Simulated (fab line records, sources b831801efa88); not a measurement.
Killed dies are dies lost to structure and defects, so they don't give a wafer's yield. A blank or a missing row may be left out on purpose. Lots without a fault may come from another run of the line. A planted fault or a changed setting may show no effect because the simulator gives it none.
Which tool did it? | flow sky130 | 7 lots, 20 wafers sampled, at 1 step of a route of 708

WHAT THE GAUGES READ, wafer by wafer
SKY_GATE_OXIDE_THK_MEAS_02.
lot  | measured     | on            | GATE_OXIDE_OXIDATION_00_THK (nm)
L971 | day 13 15:47 | film_metro-03 | 10.33 10.43 10.42
L976 | day 15 06:01 | film_metro-03 | 10.66 10.83
L980 | day 16 13:36 | film_metro-03 | 10.03 9.82 10.13
L984 | day 18 02:30 | film_metro-03 | 10.28 10.34 10.23
L988 | day 19 04:38 | film_metro-03 | 10.35 10.25 10.57
L990 | day 20 02:09 | film_metro-03 | 10.05 10.06 10.13
L991 | day 20 10:11 | film_metro-02 | 9.94 9.78 10.05

WHICH TOOL RAN EACH LOT (tool, then ch and the chambers of the sampled wafers, then the start)
The record holds no process step before these readings.

THE ANSWER, worked out from the rows above alone
Rule: what is usual is taken from the lots themselves. Put in order of their means at a reading, lots are off if they are a third of the lots or fewer, leave a main group of 4 or more, and stand apart from it by a gap of 3 or more times the standard deviation of the main group's means; of several such gaps the widest counts. A main group whose means are all the same, to the digits that the tables above print for the reading, isn't used. A lot without any number at a reading at which 4 lots or more have one is off too. The other lots that the step has rows for count as sound.
No lot is off at any reading shown: from this, nothing can be told.

WHAT THE SIMULATOR HAD PUT IN
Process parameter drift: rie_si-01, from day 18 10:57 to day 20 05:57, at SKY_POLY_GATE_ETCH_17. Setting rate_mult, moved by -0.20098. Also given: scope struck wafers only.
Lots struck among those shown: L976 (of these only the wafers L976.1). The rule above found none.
